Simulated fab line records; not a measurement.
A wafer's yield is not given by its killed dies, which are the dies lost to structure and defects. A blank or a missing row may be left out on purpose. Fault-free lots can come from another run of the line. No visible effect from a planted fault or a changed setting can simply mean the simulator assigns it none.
fab line records ; flow sfq_line
[record] lots = 15; wafers = 45; last_day = 94
route steps=325 shown M4@149 A5B@210 I6@266
lots with no fault: from the same line, run without faults
start_h: start of the lot's first displayed wafer, in hours after the record's first day ; wait_h: hours since the lot's step before ; " as in the row above ; L1.1+2: one row covering several wafers at once ; - value missing, or start not given ; * or withheld: withheld ; < > ~ a bound
route shown NAME@n: NAME is a module with steps in the file, n the number in the route of the first one ; usual: mean and standard deviation over wafers with no fault ; same: alike in all rows ; chamber/n: place in a boat ; sites: readings site by site ; _std_site: standard deviation across them ; _edge_site: the outer-site mean with the inner-site mean subtracted ; radius_mm: for every site, how far away it sits from the centre of the wafer ; mask NAME#n: copy n ; behind: the tool/chamber that last shaped the wafer ; hold: reason for holding the lot/hours on hold/outcome of the hold ; device: whichever transistor did not switch (one of n, p or np) ; end of line: tests of these same wafers at the route's end ; a step with no rows: only its recipe ; killed: dies that structure and defects cost at the first sort, which is not the same as the wafer's yield ; map: a wafer's dies, marking killed ones x, the rest . and places with no die _
set.NAME: setting as actually run; set.NAME@STEP: the setting as run at that earlier step ; model.NAME: the simulator's own value behind a step, which no gauge read
one table for each step of the route and one row for each wafer, over a sample of lots
services: from which hour (start_h, from the record's first day; less than 0 if before it) a tool's chamber was out of use, for how many hours, and why
[[steps]]
[step SFQ_TRILAYER_M4_DEP_SPUTTER_091]
[recipe] material = Nb; base_pressure_pa = 1.33e-06; chamber_pressure_pa = 0.1333; substrate_temp_c = 20; resputter_cathode_voltage_v = 400; target_thk_nm = 200; power_w = 2000; time_s = 133.3
[usual] chamber_pressure_pa = 0.13334/0.00025; substrate_temp_c = 20.02/0.11; throttle_valve_pct = 29.6/0.87
lot.wafer;tool;chamber;start_h;wait_h;chamber_pressure_pa;substrate_temp_c;throttle_valve_pct
L239.2;pvd_sputter-06;-;754.64;0.0;0.13319;20.05;29.0
L239.5;pvd_sputter-06;-;754.64;0.0;0.13371;20.05;29.5
L239.6;pvd_sputter-06;-;754.64;0.0;0.13365;20.08;28.3
L240.3;pvd_sputter-04;-;760.04;0.0;0.13324;19.89;28.8
L240.5;pvd_sputter-04;-;760.04;0.0;0.13331;20.08;30.7
L240.6;pvd_sputter-04;-;760.04;0.0;0.13325;19.91;28.8
L241.2;pvd_sputter-04;-;785.21;0.0;0.13324;19.96;28.8
L241.3;pvd_sputter-04;-;785.21;0.0;0.13322;19.90;28.2
L241.4;pvd_sputter-04;-;785.21;0.0;0.13397;19.93;30.6
L243.3;pvd_sputter-04;-;799.77;0.0;0.13374;19.99;30.5
L243.5;pvd_sputter-04;-;799.77;0.0;0.13392;19.83;30.6
L243.6;pvd_sputter-04;-;799.77;0.0;0.1329;19.81;28.9
L244.2;pvd_sputter-04;-;808.88;0.0;0.13323;19.75;28.1
L244.3;pvd_sputter-04;-;808.88;0.0;0.13329;19.83;29.0
L244.5;pvd_sputter-04;-;808.88;0.0;0.13284;20.17;30.6
L245.1;pvd_sputter-04;-;844.88;0.0;0.13313;20.01;30.5
L245.5;pvd_sputter-04;-;844.88;0.0;0.13372;20.03;30.8
L245.6;pvd_sputter-04;-;844.88;0.0;0.13328;20.01;28.7
L246.2;pvd_sputter-03;-;853.28;0.0;0.13346;20.02;29.8
L246.3;pvd_sputter-03;-;853.28;0.0;0.13312;19.88;29.2
L246.4;pvd_sputter-03;-;853.28;0.0;0.13359;20.06;29.6
L247.2;pvd_sputter-04;-;880.16;0.0;0.13325;20.02;30.7
L247.5;pvd_sputter-04;-;880.16;0.0;0.13317;20.08;30.6
L247.6;pvd_sputter-04;-;880.16;0.0;0.13336;20.10;30.4
L250.4;pvd_sputter-04;-;935.36;0.0;0.1085;20.12;32.1
L250.5;pvd_sputter-04;-;935.36;0.0;0.10849;20.14;31.2
L250.6;pvd_sputter-04;-;935.36;0.0;0.10835;20.03;34.3
L251.1;pvd_sputter-04;-;955.88;0.0;0.10828;19.91;34.0
L251.2;pvd_sputter-04;-;955.88;0.0;0.10836;19.99;32.2
L251.5;pvd_sputter-04;-;955.88;0.0;0.10865;20.02;31.0
L253.2;pvd_sputter-04;-;965.62;0.0;0.10805;20.12;31.0
L253.3;pvd_sputter-04;-;965.62;0.0;0.10851;20.17;31.8
L253.4;pvd_sputter-04;-;965.62;0.0;0.10856;20.07;34.2
L254.2;pvd_sputter-06;-;970.42;0.0;0.13334;19.85;29.2
L254.4;pvd_sputter-06;-;970.42;0.0;0.1333;20.05;29.7
L254.6;pvd_sputter-06;-;970.42;0.0;0.13327;19.73;29.0
L260.1;pvd_sputter-06;-;1008.40;0.0;0.13373;20.02;28.9
L260.2;pvd_sputter-06;-;1008.40;0.0;0.13313;20.05;29.5
L260.4;pvd_sputter-06;-;1008.40;0.0;0.13357;20.19;29.2
L261.1;pvd_sputter-03;-;1013.40;0.0;0.13317;20.10;29.3
L261.5;pvd_sputter-03;-;1013.40;0.0;0.13331;20.13;30.3
L261.6;pvd_sputter-03;-;1013.40;0.0;0.13351;19.77;29.8
L262.1;pvd_sputter-04;-;1030.00;0.0;0.13332;20.06;27.8
L262.4;pvd_sputter-04;-;1030.00;0.0;0.13347;20.21;30.5
L262.5;pvd_sputter-04;-;1030.00;0.0;0.13361;20.17;30.4
[step SFQ_TRILAYER_A5B_CMP_CMP_130]
[recipe] stop_on = Nb; down_force_psi = 3; platen_rpm = 60; target_thk_nm = 340.7
[usual] motor_current_A = 10.2/0.9; retaining_ring_pressure_frac = 1.000/0.0052; slurry_filter_dp_kPa = 13.49/0.15
lot.wafer;tool;chamber;start_h;wait_h;motor_current_A;retaining_ring_pressure_frac;slurry_filter_dp_kPa
L239.2;cmp-01;1;1287.80;5.8;11.7;1.002;13.46
L239.5;cmp-01;0;1289.30;7.2;8.8;0.996;13.22
L239.6;cmp-01;1;1289.30;7.2;12.2;1.004;13.36
L240.3;cmp-02;2;1289.59;6.4;9.1;1.000;13.71
L240.5;cmp-02;2;1291.59;8.3;9.0;0.998;13.50
L240.6;cmp-02;3;1291.59;8.3;10.3;0.997;13.60
L241.2;cmp-01;3;1290.30;5.9;9.8;0.992;13.43
L241.4;cmp-01;0;1290.30;5.9;9.0;0.998;13.47
L241.3;cmp-01;2;1291.80;7.4;9.9;0.999;13.49
L243.3;cmp-01;0;1293.80;5.8;9.0;1.005;13.58
L243.5;cmp-01;3;1295.30;7.2;10.8;1.007;13.61
L243.6;cmp-01;0;1295.30;7.2;8.8;0.995;13.50
L244.2;cmp-02;3;1296.09;6.9;10.2;1.005;13.77
L244.3;cmp-02;1;1297.09;7.8;10.8;1.010;13.57
L244.5;cmp-02;2;1297.09;7.8;9.6;1.001;13.52
L245.1;cmp-01;3;1314.66;1.5;10.4;1.001;13.20
L245.5;cmp-01;0;1314.66;1.5;8.9;1.008;13.41
L245.6;cmp-01;1;1314.66;1.5;11.7;1.002;13.25
L246.3;cmp-02;2;1316.76;0.0;9.5;0.998;13.45
L246.2;cmp-02;0;1317.76;1.0;10.3;0.995;13.57
L246.4;cmp-02;1;1317.76;1.0;10.7;1.001;13.43
L247.2;cmp-01;1;1339.69;1.0;12.2;0.995;13.58
L247.6;cmp-01;3;1340.69;2.0;10.1;1.004;13.42
L247.5;cmp-01;0;1340.69;2.0;8.9;1.007;13.56
L250.4;cmp-02;2;1394.93;0.0;8.8;0.998;13.57
L250.6;cmp-02;2;1396.93;2.0;8.9;1.004;13.56
L250.5;cmp-02;3;1396.93;2.0;11.3;1.001;13.43
L251.2;cmp-02;3;1397.93;0.6;10.4;1.007;13.44
L251.1;cmp-02;0;1397.93;0.6;10.1;0.998;13.29
L251.5;cmp-02;3;1399.93;2.6;11.1;1.008;13.70
L253.3;cmp-02;2;1414.64;4.0;9.6;1.004;13.22
L253.2;cmp-02;0;1415.64;5.0;10.3;1.009;13.83
L253.4;cmp-02;1;1415.64;5.0;10.8;1.004;13.50
L254.2;cmp-01;1;1418.48;5.5;12.3;1.005;13.60
L254.4;cmp-01;3;1419.48;6.4;10.3;1.003;13.53
L254.6;cmp-01;1;1420.48;7.4;11.9;1.011;13.61
L260.2;cmp-01;3;1455.57;0.6;10.1;1.004;13.44
L260.4;cmp-01;1;1456.57;1.5;12.7;0.996;13.57
L260.1;cmp-01;2;1456.57;1.5;10.1;1.007;13.40
L261.1;cmp-02;0;1462.89;1.8;9.8;1.005;13.40
L261.5;cmp-02;0;1464.89;3.7;10.1;0.993;13.23
L261.6;cmp-02;1;1464.89;3.7;11.4;0.999;13.70
L262.1;cmp-02;1;1469.38;1.0;10.5;0.997;13.62
L262.4;cmp-02;2;1469.38;1.0;9.5;0.994;13.57
L262.5;cmp-02;0;1470.88;2.5;10.3;1.001;13.47
[step SFQ_TRILAYER_I6_DEP_PECVD_165]
[recipe] material = SiO2; temp_c = 150; time_s = 111.11; pressure_torr = 2.4; rf_w = 183.3; precursor = SiH4/N2O; target_thk_nm = 500
[usual] heater_power_w = 76/16; rf_fwd_power_W = 182.2/0.72; susceptor_temp_C = 150.00/0.14; throttle_valve_pct = 24.0/0.95
lot.wafer;tool;chamber;start_h;wait_h;heater_power_w;rf_fwd_power_W;susceptor_temp_C;throttle_valve_pct
L239.2;pecvd-02;1;1709.74;0.0;83;181.7;149.71;22.6
L239.5;pecvd-02;0;1709.74;0.0;76;181.8;150.21;22.9
L239.6;pecvd-02;1;1709.74;0.0;87;182.6;149.86;22.7
L240.3;pecvd-01;2;1713.32;0.0;59;182.6;150.11;24.2
L240.5;pecvd-01;1;1713.32;0.0;69;182.9;149.79;23.9
L240.6;pecvd-01;2;1713.32;0.0;63;182.6;150.09;24.3
L241.2;pecvd-02;1;1715.31;0.0;80;182.7;149.70;22.5
L241.3;pecvd-02;0;1715.31;0.0;83;182.3;149.98;23.0
L241.4;pecvd-02;1;1715.31;0.0;82;182.4;150.01;22.5
L243.3;pecvd-04;2;1722.17;0.0;58;182.5;149.81;23.6
L243.5;pecvd-04;1;1722.17;0.0;86;182.4;150.31;23.1
L243.6;pecvd-04;2;1722.17;0.0;63;182.1;149.92;23.4
L244.2;pecvd-02;0;1723.37;0.0;83;180.8;149.90;22.8
L244.3;pecvd-02;1;1723.37;0.0;78;182.1;149.94;23.0
L244.5;pecvd-02;2;1723.37;0.0;59;183.2;150.04;23.4
L245.1;pecvd-01;2;1728.77;0.0;52;182.2;150.07;24.2
L245.5;pecvd-01;2;1728.77;0.0;55;183.3;149.80;24.0
L245.6;pecvd-01;0;1728.77;0.0;75;183.9;150.15;25.4
L246.2;pecvd-04;0;1733.58;0.0;111;182.0;149.96;25.1
L246.3;pecvd-04;2;1733.58;0.0;71;181.1;149.88;23.3
L246.4;pecvd-04;2;1733.58;0.0;56;180.9;149.92;23.2
L247.2;pecvd-04;0;1745.15;0.0;107;181.8;150.31;25.2
L247.5;pecvd-04;0;1745.15;0.0;110;182.9;149.98;25.2
L247.6;pecvd-04;2;1745.15;0.0;68;181.8;149.89;23.1
L250.4;pecvd-02;0;1907.18;0.0;86;181.7;150.08;23.0
L250.5;pecvd-02;1;1907.18;0.0;79;182.9;150.10;23.6
L250.6;pecvd-02;2;1907.18;0.0;63;181.8;149.96;23.6
L251.1;pecvd-04;2;1913.50;0.0;69;181.5;150.25;23.7
L251.2;pecvd-04;1;1913.50;0.0;78;180.8;149.83;23.5
L251.5;pecvd-04;2;1913.50;0.0;70;181.2;149.86;23.7
L253.2;pecvd-04;0;1924.97;0.0;106;181.8;150.02;26.0
L253.3;pecvd-04;2;1924.97;0.0;61;181.8;150.00;23.5
L253.4;pecvd-04;2;1924.97;0.0;62;182.1;149.99;23.4
L254.2;pecvd-01;2;1929.77;0.0;53;182.3;149.98;24.3
L254.4;pecvd-01;1;1929.77;0.0;58;183.3;150.11;24.0
L254.6;pecvd-01;0;1929.77;0.0;89;181.6;149.97;25.4
L260.1;pecvd-01;2;1941.77;0.0;60;182.0;149.98;24.3
L260.2;pecvd-01;0;1941.77;0.0;84;182.1;149.95;25.4
L260.4;pecvd-01;2;1941.77;0.0;61;181.7;149.82;24.0
L261.1;pecvd-02;0;1946.57;0.0;70;182.2;150.03;23.0
L261.5;pecvd-02;0;1946.57;0.0;76;182.3;150.14;23.2
L261.6;pecvd-02;1;1946.57;0.0;83;181.0;149.93;23.4
L262.1;pecvd-04;2;1950.17;0.0;70;182.2;149.91;23.8
L262.4;pecvd-04;2;1950.17;0.0;70;181.1;150.07;23.6
L262.5;pecvd-04;1;1950.17;0.0;79;182.9;150.01;23.7
[step SFQ_I6_BOW_MEAS_941]
[recipe] mode = bow
[usual] I6_BOW = 4/11
lot.wafer;tool;chamber;start_h;wait_h;I6_BOW[um]
L239.2;film_metro-01;-;1712.84;1.5;28
L239.5;film_metro-01;-;1712.84;1.5;18
L239.6;film_metro-01;-;1712.84;1.5;20
L240.3;film_metro-04;-;1716.44;2.0;10
L240.5;film_metro-04;-;1716.44;2.0;6
L240.6;film_metro-04;-;1716.44;2.0;5
L241.2;film_metro-03;-;1718.40;2.0;14
L241.3;film_metro-03;-;1718.40;2.0;2
L241.4;film_metro-03;-;1718.40;2.0;29
L243.3;film_metro-04;-;1725.28;1.0;-12
L243.5;film_metro-04;-;1725.28;1.0;4
L243.6;film_metro-04;-;1725.28;1.0;-4
L244.2;film_metro-01;-;1726.46;2.5;0
L244.3;film_metro-01;-;1726.46;2.5;2
L244.5;film_metro-01;-;1726.46;2.5;-4
L245.1;film_metro-01;-;1731.85;1.5;9
L245.5;film_metro-01;-;1731.85;1.5;9
L245.6;film_metro-01;-;1731.85;1.5;11
L246.2;film_metro-04;-;1736.68;1.0;7
L246.3;film_metro-04;-;1736.68;1.0;8
L246.4;film_metro-04;-;1736.68;1.0;-3
L247.2;film_metro-01;-;1748.25;1.5;-7
L247.5;film_metro-01;-;1748.25;1.5;-2
L247.6;film_metro-01;-;1748.25;1.5;-6
L250.4;film_metro-01;-;1911.85;2.6;-3
L250.5;film_metro-01;-;1911.85;2.6;-6
L250.6;film_metro-01;-;1911.85;2.6;-6
L251.1;film_metro-04;-;1917.18;1.0;-20
L251.2;film_metro-04;-;1917.18;1.0;-28
L251.5;film_metro-04;-;1917.18;1.0;-8
L253.2;film_metro-04;-;1928.06;2.5;12
L253.3;film_metro-04;-;1928.06;2.5;7
L253.4;film_metro-04;-;1928.06;2.5;13
L254.2;film_metro-03;-;1932.86;1.5;6
L254.4;film_metro-03;-;1932.86;1.5;-11
L254.6;film_metro-03;-;1932.86;1.5;9
L260.1;film_metro-03;-;1944.84;1.5;-3
L260.2;film_metro-03;-;1944.84;1.5;8
L260.4;film_metro-03;-;1944.84;1.5;0
L261.1;film_metro-03;-;1949.64;2.0;-7
L261.5;film_metro-03;-;1949.64;2.0;-5
L261.6;film_metro-03;-;1949.64;2.0;-11
L262.1;film_metro-01;-;1953.24;2.0;35
L262.4;film_metro-01;-;1953.24;2.0;21
L262.5;film_metro-01;-;1953.24;2.0;25
[[services]]
tool;chamber;start_h;hours;kind
cmp-02;-;841.49;1.4;repair
cmp-02;-;867.24;6.0;pm
pvd_sputter-04;-;872.67;1.2;repair
cmp-02;-;921.64;4.0;pm
pvd_sputter-04;-;951.61;0.7;repair
cmp-02;-;1023.93;3.4;repair
cmp-02;-;1069.07;15.4;pm
cmp-02;-;1086.74;0.7;repair
pvd_sputter-04;-;1103.17;1.5;repair
pvd_sputter-04;-;1169.12;7.4;repair
cmp-02;-;1209.78;4.0;repair
cmp-02;-;1224.94;4.8;pm
cmp-02;-;1237.26;5.8;pm
cmp-02;-;1244.44;0.8;repair
cmp-02;-;1264.59;4.0;pm
pvd_sputter-04;-;1346.47;5.2;repair
pvd_sputter-04;-;1366.53;3.5;repair
pvd_sputter-04;-;1370.44;2.8;repair
pvd_sputter-04;-;1433.78;3.4;repair
pvd_sputter-04;-;1535.50;1.8;repair
pvd_sputter-04;-;1592.10;5.4;repair
pvd_sputter-04;-;1798.88;5.0;repair
pvd_sputter-04;-;1845.65;0.5;repair
pvd_sputter-04;-;1858.67;2.8;repair
[[key]]
[first_sign] step = SFQ_TRILAYER_M4_DEP_SPUTTER_091; reading = chamber_pressure_pa; direction = down; sigmas = 99+; usual = 0.13334; struck = 0.10842
[effect] step = SFQ_TRILAYER_M4_DEP_SPUTTER_091; reading = throttle_valve_pct; direction = up; sigmas = 3.3; usual = 29.6; struck = 32.4
met_at SFQ_TRILAYER_M4_DEP_SPUTTER_091
struck_lots L250,L251,L253
not_acting_at SFQ_TRILAYER_A5B_CMP_CMP_130,SFQ_TRILAYER_I6_DEP_PECVD_165,SFQ_I6_BOW_MEAS_941
onset_between 880.16 935.36
[fault] kind = process_parameter_drift; tool = pvd_sputter-04; chamber = -; onset_h = 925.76; steps = SFQ_TRILAYER_M4_DEP_SPUTTER_091; channel = chamber_pressure_pa; offset = -0.025039; shape = step; end_h = 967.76; acts_in = these_recipes_only; stated = 0.1333
